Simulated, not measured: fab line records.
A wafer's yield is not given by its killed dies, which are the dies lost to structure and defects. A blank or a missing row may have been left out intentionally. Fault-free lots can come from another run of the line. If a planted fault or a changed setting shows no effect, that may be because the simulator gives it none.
What tool caused it? -- flow sky130 -- 38 wafers from 13 lots sampled at 5 of the route's 708 steps

## WHAT THE GAUGES READ, wafer by wafer
SKY_LDD_LDN_TW_MEAS_13.
lot,measured,on,LDD_LDN_TW
L988,day 22 10:11,film metro-01,1487 1490 1483
L989,day 23 01:38,film metro-04,1479 1483 1483
L991,day 24 21:53,film metro-01,1494 1494 1497
L992,day 25 18:03,film metro-04,1485 1489 1489
L999,day 26 20:31,film metro-04,1490 1487 1486
L100,day 27 10:10,film metro-04,1483 1485 1473
L101,day 27 17:53,film metro-03,1482 1474 1481
L103,day 28 05:23,film metro-04,1493 1485 1500
L105,day 28 21:01,film metro-03,1472 1475
L106,day 29 20:45,film metro-03,1472 1481 1472
L109,day 30 08:47,film metro-04,1489 1489 1493
L110,day 30 12:42,film metro-04,1484 1484 1480
L111,day 31 05:35,film metro-03,1478 1474 1483

SKY_SD_P_TW_MEAS_11.
lot,measured,on,SD_P_TW
L988,day 24 23:29,film metro-02,2815 2823 2822
L989,day 26 07:25,film metro-01,2846 2830 2840
L991,day 27 10:57,film metro-03,2800 2827 2813
L992,day 28 07:22,film metro-03,2814 2811 2815
L999,day 29 08:23,film metro-01,2855 2858 2874
L100,day 29 19:39,film metro-02,2809 2814 2820
L101,day 30 04:36,film metro-03,2800 2801 2799
L103,day 30 15:57,film metro-03,2815 2805 2797
L105,day 31 08:07,film metro-01,2861 2851
L106,day 32 05:34,film metro-02,2832 2811 2821
L109,day 32 18:42,film metro-02,2806 2818 2821
L110,day 32 21:04,film metro-01,2833 2830 2815
L111,day 33 12:55,film metro-03,2806 2801 2796

SKY_SD_N_CD_MEAS_07: target cd 380 nm.
lot,measured,on,cd nm (nm)
L988,day 27 10:26,cd sem-01,379.5 378.9 381.5
L989,day 28 18:11,cd sem-01,380.5 383.6 381.3
L991,day 29 19:26,cd sem-02,374.8 374.9 375.1
L992,day 30 14:50,cd sem-01,377.6 379.5 380.5
L999,day 31 15:20,cd sem-01,- - -
L100,day 32 01:00,cd sem-01,- - -
L101,day 32 11:41,cd sem-01,379.1 378.6 380.4
L103,day 32 22:17,cd sem-02,377.0 376.9 377.4
L105,day 33 13:09,cd sem-02,379.4 377.5
L106,day 34 11:07,cd sem-01,375.8 375.0 375.1
L109,day 34 23:35,cd sem-01,383.2 382.4 385.1
L110,day 35 02:17,cd sem-02,377.6 380.3 382.2
L111,day 35 17:13,cd sem-02,380.3 380.0 378.7

SKY_SD_N_RS_MEAS_18: uses a four-point probe to measure.
lot,measured,on,RES_XHIGH_RS (ohm/sq)
L988,day 27 11:31,film metro-02,330.7 331.8 330.8
L989,day 28 19:16,film metro-02,329.8 331.0 330.1
L991,day 29 20:31,film metro-03,329.3 329.0 329.2
L992,day 30 15:55,film metro-02,330.0 330.6 330.4
L999,day 31 16:25,film metro-03,328.9 328.2 330.0
L100,day 32 02:05,film metro-03,329.7 328.9 330.3
L101,day 32 12:46,film metro-03,330.0 329.5 329.8
L103,day 32 23:22,film metro-02,331.6 332.8 334.3
L105,day 33 14:14,film metro-01,330.2 331.6
L106,day 34 12:12,film metro-03,326.7 329.1 328.5
L109,day 35 00:40,film metro-03,329.8 330.9 330.3
L110,day 35 03:41,film metro-02,329.8 329.1 329.5
L111,day 35 18:18,film metro-01,331.7 330.1 330.1

## TOOL THAT RAN EACH LOT (tool first, then ch and the chambers of the sampled wafers, then the start)
lot,SKY_SD_N_COAT_02
L988,"litho track-04 ch 0, day 26 19:56"
L989,"litho track-02 ch 0, day 28 03:53"
L991,"litho track-02 ch 0, day 29 05:35"
L992,"litho track-04 ch 0, day 30 00:59"
L999,"litho track-04, day 31 01:20"
L100,"litho track-02, day 31 11:33"
L101,"litho track-04 ch 0, day 31 21:59"
L103,"litho track-02 ch 0, day 32 08:53"
L105,"litho track-03 ch 0, day 33 00:25"
L106,"litho track-04 ch 0, day 33 21:38"
L109,"litho track-04 ch 0, day 34 09:56"
L110,"litho track-02 ch 0, day 34 13:02"
L111,"litho track-02 ch 0, day 35 03:42"
- SKY_SD_N_COAT_02: resist thk 1140 nm.

## AS READ BY THE TOOLS THEMSELVES (means over the sampled wafers that have a number; for cases with no such wafer, the mark the record gives instead)
SKY_SD_N_COAT_02.
lot,tool,chill plate temp C (C),dispense pressure kPa (kPa)
L988,litho track-04,23.01,45
L989,litho track-02,23.04,50
L991,litho track-02,22.91,50
L992,litho track-04,23.08,45
L999,litho track-04,-,-
L100,litho track-02,-,-
L101,litho track-04,22.89,45
L103,litho track-02,22.99,50
L105,litho track-03,22.93,56
L106,litho track-04,23.03,45
L109,litho track-04,23.03,45
L110,litho track-02,23.00,50
L111,litho track-02,22.86,50

## THE ANSWER, worked out from the rows above alone
Rule: the usual values come from the lots themselves. Put in order of their means at a reading, lots are off if they are a third of the lots or fewer, leave a main group of 4 or more, and stand apart from it by a gap of 3 or more times the standard deviation of the main group's means; of several such gaps the widest counts. If all means in a main group match to the digits the tables above print for the reading, that group is not used. Also off: a lot with no number at a reading for which 4 or more lots have one. All remaining lots with rows at the step are treated as sound. First the gauges in route order, then the tools' own readings, where a lot's mean is used as printed above. At the first step where some lot is off, the reading lying furthest off is the one used; lots without a number count as furthest.
Off at SKY_SD_N_CD_MEAS_07 (cd nm): L999, L100. Without a number there: L999, L100. For the main group the mean is 379.0 nm and the standard deviation 2.4.
If a tool, at a process step before that reading, ran all the lots that are off and no sound lot after the first of them, it fits. The gauges at SKY_SD_N_CD_MEAS_07 aren't tried: what is off there is off at SKY_SD_N_COAT_02 too, on other tools, and a gauge's error can't cause that. Not one of the candidates tried fits.

## WHAT THE SIMULATOR HAD PUT IN
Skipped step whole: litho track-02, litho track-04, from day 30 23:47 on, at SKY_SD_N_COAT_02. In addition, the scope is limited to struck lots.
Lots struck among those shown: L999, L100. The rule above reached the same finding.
